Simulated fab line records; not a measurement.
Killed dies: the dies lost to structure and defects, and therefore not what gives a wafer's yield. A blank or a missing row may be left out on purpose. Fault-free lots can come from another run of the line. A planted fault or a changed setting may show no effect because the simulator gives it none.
2 desks, one fault -- flow gf180mcu -- numbers are kept per desk, each desk with only its own; the story behind them comes last

## AT THE METROLOGY DESK
What the gauges read, lot by lot, whatever tool the lot ran on: means of the sampled wafers that have a number. A lot is out of limits, marked OUT, if its mean lies more than 4 standard deviations from the usual mean; the brackets give that distance.
Columns: A = MIM_ALCU_RS at GF_MIM_RS_MEAS_10, usual 0.1603 ohm/sq
lot,first seen here,A
L670,day 24 21:15,0.1571
L672,day 25 07:41,0.1591
L674,day 26 00:58,0.1628
L675,day 26 08:43,0.1612
L676,day 26 12:25,0.1608
L679,day 27 17:47,0.1629
L684,day 29 02:53,0.1590
L685,day 29 06:49,0.1598
L687,day 30 04:06,0.1607
L688,day 30 09:22,0.1618
L689,day 30 22:34,0.1610
L691,day 31 07:26,0.1613
L690,day 31 09:25,0.1607
L692,day 31 15:08,0.1605
Finding of this desk: none of the 14 lots has anything out of limits.

## AT THE TOOL OWNER'S DESK: rie-metal-02
The tool's own readings at GF_TOP_METAL_METAL_ETCH_16 (etches the open film in Cl2/BCl3, stops on SiO2, target depth 1077.5 nm, time 179.6 s): means of the sampled wafers that have a number, for each lot that ran on this tool. A lot is out of limits, marked OUT, if its mean lies more than 4 standard deviations from the usual mean; the brackets give that distance.
Columns: A = drypump-motor-current-A at GF_TOP_METAL_METAL_ETCH_16, usual 5.6 A; B = oes-product-au at GF_TOP_METAL_METAL_ETCH_16, usual 0.965 a.u.; C = rf-fwd-power-W at GF_TOP_METAL_METAL_ETCH_16, usual 797.2 W; D = throttle-valve-pct at GF_TOP_METAL_METAL_ETCH_16, usual 28.258 %
lot,first seen here,A,B,C,D
L670,day 28 12:52,5.9,0.967,797.6,28.260
L674,day 29 14:17,5.9,0.954,797.3,28.260
L675,day 29 21:13,5.9,0.961,796.9,28.256
L676,day 30 00:21,5.8,0.940,755.4 (-17) OUT,28.286
L679,day 31 01:05,6.0,0.925 (-5.7) OUT,713.5 (-35) OUT,28.307 (+5.1) OUT
L687,day 33 02:17,5.9,0.971,795.1,28.251
L688,day 33 08:28,6.1,0.965,795.5,28.251
L691,day 34 02:46,6.0,0.957,798.5,28.271
L690,day 34 04:35,5.9,0.961,796.8,28.264
This desk's verdict: out of limits on L676, L679, starting with L676 at day 30 00:21 (rf-fwd-power-W at GF_TOP_METAL_METAL_ETCH_16). In limits: L670, L674, L675, L687, L688, L691, L690.

## TAKEN TOGETHER
The tool owner's desk had the chance to raise an alarm at day 30 00:21 on L676, L679.
From the metrology desk's view, nothing was out of limits.
The metrology desk has L676, L679 on record, within its limits.
Every lot named ran GF_TOP_METAL_METAL_ETCH_16 on rie-metal-02.

## WHAT HAD BEEN PUT IN BY THE SIMULATOR
rie-metal-02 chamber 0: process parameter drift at GF_TOP_METAL_METAL_ETCH_16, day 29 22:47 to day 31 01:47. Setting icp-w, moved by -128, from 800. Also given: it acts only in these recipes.
Struck lots among those shown: L676, L679.
How many hours passed from the start of the fault until each desk's first out-of-limits reading: the tool owner's desk, 2.
